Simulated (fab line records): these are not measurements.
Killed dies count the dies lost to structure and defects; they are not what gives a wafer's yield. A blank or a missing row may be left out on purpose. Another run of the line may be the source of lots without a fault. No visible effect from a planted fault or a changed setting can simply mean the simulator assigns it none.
Which of the tools did it? -- flow sky130 -- 72 wafers from 24 lots sampled at 6 of the route's 708 steps

## WHAT THE GAUGES READ, wafer by wafer
SKY_VT_ADJUST_HVTP_OVL_MEAS_08.
lot,measured,on,VT_ADJUST_HVTP_OVL (nm)
L074,day 6 04:57,overlay-02,1.4 1.1 3.1
L075,day 6 09:39,overlay-02,0.5 1.6 0.1
L076,day 6 15:37,overlay-01,1.0 1.3 1.8
L077,day 6 19:16,overlay-01,0.1 2.0 1.0
L079,day 7 05:16,overlay-02,1.1 2.5 -0.1
L078,day 7 07:49,overlay-01,2.3 -0.1 1.7
L080,day 7 16:15,overlay-02,3.1 3.1 1.1
L081,day 7 23:01,overlay-01,-0.2 -1.1 0.5
L082,day 8 07:04,overlay-02,0.7 0.4 0.7
L083,day 8 13:25,overlay-02,-0.7 -1.6 0.1
L084,day 9 02:55,overlay-02,2.2 2.2 2.0
L085,day 9 11:10,overlay-01,0.1 -0.7 -0.1
L086,day 9 11:24,overlay-02,0.3 -1.0 0.4
L087,day 9 15:19,overlay-01,-0.7 0.5 0.1
L088,day 10 00:16,overlay-01,-1.3 -0.1 0.7
L089,day 10 04:21,overlay-01,-2.5 0.7 0.7
L090,day 10 10:21,overlay-02,0.1 -1.4 -0.5
L091,day 10 15:04,overlay-01,-0.3 0.1 1.9
L092,day 10 18:10,overlay-01,-0.2 0.1 -0.8
L093,day 11 01:33,overlay-02,2.0 1.4 0.8
L094,day 11 08:01,overlay-01,-0.9 -0.5 -0.8
L095,day 11 16:28,overlay-01,-0.1 0.8 0.7
L096,day 11 22:43,overlay-01,-0.4 1.3 1.3
L097,day 12 03:27,overlay-02,1.6 0.3 -1.5

SKY_CONTACT_RS_MEAS_25: measures by four-point-probe.
lot,measured,on,CONTACT_W_RS (ohm/sq)
L074,day 32 21:03,film_metro-01,0.339 0.339 0.333
L075,day 32 19:48,film_metro-02,0.345 0.341 0.342
L076,day 32 21:50,film_metro-01,0.338 0.340 0.341
L077,day 32 21:30,film_metro-02,0.337 0.337 0.338
L079,day 32 21:15,film_metro-04,0.340 0.344 0.341
L078,day 32 22:09,film_metro-02,0.334 0.339 0.336
L080,day 32 22:09,film_metro-01,0.343 0.347 0.341
L081,day 33 01:54,film_metro-01,0.347 0.344 0.343
L082,day 34 05:23,film_metro-04,0.342 0.340 0.335
L083,day 34 07:20,film_metro-04,0.339 0.343 0.341
L084,day 34 14:24,film_metro-04,0.338 0.341 0.337
L085,day 39 07:53,film_metro-01,0.341 0.337 0.343
L086,day 39 04:30,film_metro-01,0.330 0.333 0.330
L087,day 39 06:46,film_metro-04,0.346 0.340 0.348
L088,day 39 07:47,film_metro-02,0.340 0.346 0.345
L089,day 39 06:38,film_metro-01,0.340 0.340 0.341
L090,day 39 10:33,film_metro-01,0.340 0.346 0.347
L091,day 39 08:34,film_metro-02,0.338 0.341 0.345
L092,day 39 13:46,film_metro-01,0.336 0.338 0.340
L093,day 39 07:29,film_metro-04,0.339 0.341 0.338
L094,day 39 10:45,film_metro-01,0.338 0.339 0.344
L095,day 39 08:14,film_metro-02,0.343 0.341 0.340
L096,day 39 12:02,film_metro-02,0.351 0.344 0.342
L097,day 39 12:20,film_metro-01,0.342 0.336 0.344

SKY_METAL2_RS_MEAS_05: measures by four-point-probe.
lot,measured,on,METAL2_ALCU_RS (ohm/sq)
L074,day 35 04:41,film_metro-03,0.1297 0.1300 0.1303
L075,day 35 03:24,film_metro-03,0.1276 0.1285 0.1288
L076,day 35 05:58,film_metro-03,0.1260 0.1272 0.1271
L077,day 35 04:50,film_metro-01,0.1264 0.1267 0.1265
L079,day 35 04:26,film_metro-02,0.1272 0.1264 0.1275
L078,day 35 05:48,film_metro-02,0.1281 0.1285 0.1287
L080,day 35 06:35,film_metro-03,0.1274 0.1269 0.1271
L081,day 35 09:14,film_metro-03,0.1276 0.1281 0.1269
L082,day 36 13:04,film_metro-02,0.1269 0.1278 0.1261
L083,day 36 15:06,film_metro-03,0.1260 0.1251 0.1260
L084,day 36 21:18,film_metro-01,0.1263 0.1254 0.1249
L085,day 41 12:19,film_metro-01,0.1253 0.1249 0.1258
L086,day 41 07:20,film_metro-01,0.1266 0.1269 0.1276
L087,day 41 10:25,film_metro-02,0.1260 0.1260 0.1253
L088,day 41 11:59,film_metro-02,0.1266 0.1265 0.1274
L089,day 41 10:08,film_metro-03,0.1254 0.1277 0.1264
L090,day 41 15:07,film_metro-01,0.1249 0.1251 0.1288
L091,day 41 13:40,film_metro-03,0.1248 0.1254 0.1246
L092,day 41 17:57,film_metro-02,0.1258 0.1281 0.1283
L093,day 41 11:36,film_metro-01,0.1258 0.1265 0.1264
L094,day 41 15:14,film_metro-03,0.1299 0.1260 0.1282
L095,day 41 13:13,film_metro-01,0.1268 0.1261 0.1279
L096,day 41 16:16,film_metro-03,0.1249 0.1261 0.1282
L097,day 41 16:52,film_metro-03,0.1254 0.1264 0.1259

SKY_VIA3_THK_MEAS_01.
lot,measured,on,VIA3_HDPCVD_THK (nm)
L074,day 39 14:05,film_metro-03,1661 1648 1658
L075,day 39 12:37,film_metro-04,1604 1632 1601
L076,day 39 16:04,film_metro-04,1631 1619 1643
L077,day 39 15:05,film_metro-04,1624 1643 1603
L079,day 39 13:47,film_metro-03,1649 1624 1631
L078,day 39 15:23,film_metro-03,1666 1649 1631
L080,day 39 16:17,film_metro-04,1648 1629 1645
L081,day 39 17:48,film_metro-04,1641 1627 1666
L082,day 40 20:08,film_metro-04,1616 1632 1631
L083,day 40 21:13,film_metro-02,1621 1625 1641
L084,day 41 02:45,film_metro-04,1666 1643 1633
L085,day 45 11:17,film_metro-03,1602 1620 1589
L086,day 45 05:59,film_metro-03,1649 1631 1640
L087,day 45 09:49,film_metro-03,1633 1627 1614
L088,day 45 10:00,film_metro-04,1642 1646 1615
L089,day 45 09:38,film_metro-02,1630 1676 1661
L090,day 45 17:07,film_metro-03,1655 1649 1630
L091,day 45 15:19,film_metro-04,1643 1639 1599
L092,day 45 21:43,film_metro-03,1645 1620 1632
L093,day 45 10:11,film_metro-02,1634 1628 1640
L094,day 45 17:35,film_metro-04,1632 1656 1665
L095,day 45 12:28,film_metro-04,1630 1682 1648
L096,day 45 19:02,film_metro-04,1643 1641 1678
L097,day 45 19:20,film_metro-02,1649 1594 1622

SKY_METAL5_THK_MEAS_06: measures by xrf.
lot,measured,on,METAL5_ALCU_THK (nm)
L074,day 43 20:31,film_metro-01,1181 1180 1180
L075,day 43 18:31,film_metro-01,1174 1179 1167
L076,day 43 22:49,film_metro-03,1178 1159 1168
L077,day 43 20:43,film_metro-04,1153 1153 1159
L079,day 43 20:24,film_metro-03,1126 1138 1128
L078,day 43 21:20,film_metro-04,1141 1155 1132
L080,day 43 22:56,film_metro-01,1165 1157 1161
L081,day 43 23:31,film_metro-04,1170 1176 1164
L082,day 44 23:17,film_metro-01,1159 1155 1158
L083,day 45 00:04,film_metro-01,1179 1165 1175
L084,day 45 03:15,film_metro-03,1142 1158 1166
L085,day 49 01:14,film_metro-04,1130 1158 1152
L086,day 48 23:55,film_metro-03,1150 1134 1171
L087,day 49 00:32,film_metro-03,1138 1138 1134
L088,day 49 00:51,film_metro-01,1192 1180 1187
L089,day 49 00:16,film_metro-01,1187 1184 1186
L090,day 49 05:58,film_metro-03,1155 1150 1150
L091,day 49 05:41,film_metro-01,1180 1162 1174
L092,day 49 12:32,film_metro-01,1175 1160 1162
L093,day 49 01:07,film_metro-03,1144 1149 1137
L094,day 49 08:11,film_metro-03,1144 1154 1140
L095,day 49 02:34,film_metro-01,1166 1156 1162
L096,day 49 10:23,film_metro-03,1157 1164 1155
L097,day 49 10:37,film_metro-01,1143 1129 1138

## TOOL THAT RAN EACH LOT (tool first, then ch and the chambers of the sampled wafers, then the start)
lot,SKY_LDD_HVN_STRIP_09
L074,"plasma_asher-04 ch 0,1, day 20 09:49"
L075,"plasma_asher-01 ch 0,1, day 20 21:13"
L076,"plasma_asher-04 ch 0,1, day 21 08:13"
L077,"plasma_asher-01 ch 0,1, day 21 07:57"
L079,"plasma_asher-02 ch 0,1, day 21 16:04"
L078,"plasma_asher-02 ch 0,1, day 22 00:15"
L080,"plasma_asher-04 ch 0,1, day 22 10:07"
L081,"plasma_asher-02 ch 1, day 22 19:58"
L082,"plasma_asher-04 ch 0,1, day 23 13:52"
L083,"plasma_asher-01 ch 0,1, day 23 14:16"
L084,"plasma_asher-02 ch 0,1, day 23 23:21"
L085,"plasma_asher-02 ch 0,1, day 29 03:31"
L086,"plasma_asher-04 ch 0,1, day 29 01:13"
L087,"plasma_asher-04 ch 0,1, day 29 00:31"
L088,"plasma_asher-04 ch 0,1, day 29 02:27"
L089,"plasma_asher-01 ch 0,1, day 29 00:52"
L090,"plasma_asher-02 ch 0,1, day 29 04:49"
L091,"plasma_asher-04 ch 0,1, day 29 05:06"
L092,"plasma_asher-04 ch 0,1, day 29 09:51"
L093,"plasma_asher-01 ch 0,1, day 29 01:46"
L094,"plasma_asher-02 ch 0,1, day 29 05:43"
L095,"plasma_asher-01 ch 0,1, day 29 03:58"
L096,"plasma_asher-04 ch 0,1, day 29 05:43"
L097,"plasma_asher-01 ch 0,1, day 29 06:01"
- SKY_LDD_HVN_STRIP_09: strips in O2/N2.

## WHAT THE TOOLS THEMSELVES READ (means of the sampled wafers that have a number; where no wafer has one, the mark that the record gives instead)
SKY_LDD_HVN_STRIP_09.
lot,tool,chamber_pressure_mTorr (mTorr),drypump_motor_current_A (A),oes_product_au (a.u.),strip_time_to_endpoint_s (s)
L074,plasma_asher-04,1500.7,5.7,0.402,4.119
L075,plasma_asher-01,1498.9,5.5,0.408,4.118
L076,plasma_asher-04,1500.7,5.7,0.412,4.126
L077,plasma_asher-01,1499.9,5.1,0.407,4.124
L079,plasma_asher-02,1498.1,5.5,0.406,4.111
L078,plasma_asher-02,1501.1,5.4,0.410,4.129
L080,plasma_asher-04,1499.9,5.7,0.410,4.144
L081,plasma_asher-02,1500.2,5.3,0.408,4.133
L082,plasma_asher-04,1499.6,5.6,0.403,4.127
L083,plasma_asher-01,1499.1,5.5,0.409,4.127
L084,plasma_asher-02,1500.9,5.5,0.410,4.125
L085,plasma_asher-02,1500.5,5.5,0.407,4.146
L086,plasma_asher-04,1500.6,5.7,0.409,4.133
L087,plasma_asher-04,1499.7,5.7,0.412,4.144
L088,plasma_asher-04,1500.5,5.7,0.408,4.151
L089,plasma_asher-01,1500.9,5.2,0.409,4.136
L090,plasma_asher-02,1498.7,5.4,0.408,4.122
L091,plasma_asher-04,1499.9,5.7,0.406,4.143
L092,plasma_asher-04,1497.9,5.7,0.410,4.154
L093,plasma_asher-01,1499.5,5.1,0.411,4.131
L094,plasma_asher-02,1501.1,5.4,0.404,4.127
L095,plasma_asher-01,1498.7,5.1,0.406,4.119
L096,plasma_asher-04,1500.0,5.7,0.407,4.143
L097,plasma_asher-01,1499.0,5.1,0.409,4.125

## THE ANSWER, worked out from the rows above alone
Rule: what is usual is taken from the lots themselves. The widest of any qualifying gaps counts: lots, ordered by their means at a reading, are off when they make up no more than a third of the lots, leave a main group of 4 or more, and stand apart from it by 3 or more times the standard deviation of that group's means. The tables above print the reading to a certain number of digits; a main group whose means all agree to those digits is not used. Also off: a lot with no number at a reading for which 4 or more lots have one. Any other lot the step has rows for is counted as sound. Order of review: gauges by route order, followed by the tools' own readings, for which a lot's mean as printed above is used. At the first step where some lot is off, the reading lying furthest off is the one used; lots without a number count as furthest.
None of the lots is off at any reading shown; this tells nothing.

## WHAT THE SIMULATOR PUT IN
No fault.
